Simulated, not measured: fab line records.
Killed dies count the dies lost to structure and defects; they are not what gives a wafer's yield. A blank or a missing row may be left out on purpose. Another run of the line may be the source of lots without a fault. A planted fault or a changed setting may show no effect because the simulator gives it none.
A lot that was struck, set against a sound lot + flow sky130 + 19 out of 708 route steps
Sound: the wafers L964.1, L964.5, L964.6. Struck: wafers L966.2, L966.3, L966.6. The cause is named last.
At each step with rows: each side's tool, then ch and its chambers, then its first start. Under that, the readings that differ: sound wafers + struck wafers + difference of the means + sigmas: that difference in standard deviations of wafers without a fault.
alike: readings whose means differ by less than 2 such deviations, and words and numbers that are the same on both sides. not compared: withheld readings, readings that some wafer has no value for, bounds like >300 that may hide the same value, and numbers for which the record gives no deviation and whose values overlap.
The two part at a step that has a row with sigmas, a row that says differs or no value, or rows on one side only. When numbers do not overlap yet have no deviation, they are printed without sigmas and do not part them. A reading missing from all wafers of one side parts the sides only when that side holds two or more wafers.

SKY_LDD_HVP_OVL_MEAS_07:
  sound: overlay-02 at day 23 02:19; struck: overlay-01 at day 24 09:13
  alike: LDD_HVP_OVL
following that, these wafers have no rows for 1 step: SKY_LDD_HVP_IMPLANT_08.
SKY_LDD_HVP_STRIP_09: strips in O2/N2.
  sound on plasma_asher-01 ch 0,1, day 23 02:31; struck on plasma_asher-03 ch 1, day 24 09:24
  alike: drypump_motor_current_A, oes_product_au, strip_time_to_endpoint_s
  not compared: rf_hours_counter_h
SKY_LDD_HVP_TW_MEAS_10:
  sound: film_metro-03 at day 23 02:38; struck: film_metro-02 at day 24 09:31
  alike: LDD_HVP_TW
then, 7 steps without rows for these wafers: SKY_LDD_LDN_DEHYDRATE_00 (time 60 s); SKY_LDD_LDN_HMDS_01 (prime time 60 s); SKY_LDD_LDN_COAT_02 (resist thk 1140 nm); SKY_LDD_LDN_SOFTBAKE_03 (time 60 s); SKY_LDD_LDN_EXPOSE_04 (exposes mask LDNTM, target cd 700 nm); SKY_LDD_LDN_PEB_05; SKY_LDD_LDN_DEVELOP_06 (develop time 60 s).
SKY_LDD_LDN_OVL_MEAS_07:
  sound: overlay-02 at day 24 08:40; struck: overlay-01 at day 25 14:37
  alike: LDD_LDN_OVL
SKY_LDD_LDN_IMPLANT_08:
  sound on implanter-04 ch 0, day 24 08:42; struck on implanter-04 ch 0, day 25 14:41
| reading            | sound                           | struck                        | difference | sigmas      |
|--------------------|---------------------------------|-------------------------------|------------|-------------|
| dose_ions_cm2      | 1.2514e+13 1.249e+13 1.2479e+13 | 4.376e+12 4.371e+12 4.368e+12 | -8.123e+12 | -99 or more |
| faraday_current_uA | 70.1 69.1 71.4                  | 24.6 24.6 24.9                | -45.5      | -38         |
then, 3 steps without rows for these wafers: SKY_LDD_LDN_IMPLANT_09; SKY_LDD_LDN_IMPLANT_10; SKY_LDD_LDN_IMPLANT_11.
SKY_LDD_LDN_STRIP_12: strips in O2/N2.
  sound on plasma_asher-02 ch 0,1, day 24 09:18; struck on plasma_asher-02 ch 0,1, day 25 15:15
  alike: drypump_motor_current_A, oes_product_au, strip_time_to_endpoint_s
  not compared: rf_hours_counter_h
SKY_LDD_LDN_TW_MEAS_13:
  sound: film_metro-01 at day 24 09:24; struck: film_metro-02 at day 25 15:40
| reading    | sound          | struck         | difference | sigmas |
|------------|----------------|----------------|------------|--------|
| LDD_LDN_TW | 1463 1473 1471 | 1364 1369 1376 | -99        | -4     |
  not compared: hold
-- the record jumps here: 22 days lie between the struck wafers' starts before and after (it left off in module LDD_LDN and takes up again in module PAD_OPEN, whose first step shown is number 708 of the route) --
SKY_PAD_OPEN_PROBE_99:
  sound: prober-01 at day 46 20:43; struck: prober-02 at day 47 19:15
| reading                         | sound          | struck         | difference | sigmas |
|---------------------------------|----------------|----------------|------------|--------|
| model.etest.tip_sonos.rs_ohm_sq | 2526 2555 2579 | 2888 2898 2921 | +349       |        |
  alike: killed_at_M0_to_M3, killed_at_M4_up, killed_at_contacts, killed_at_front_end, killed_at_other, killed_dies, killed_on_rim, killed_open, killed_short

## WHERE THEY PART
First at SKY_LDD_LDN_IMPLANT_08; last, within this record, at SKY_LDD_LDN_TW_MEAS_13. Later steps at which nothing parts them and some readings are alike: SKY_PAD_OPEN_PROBE_99.

WHY: whatever the simulator had introduced
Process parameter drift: implanter-04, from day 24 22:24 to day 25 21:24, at SKY_LDD_LDN_IMPLANT_08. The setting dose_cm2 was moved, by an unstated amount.
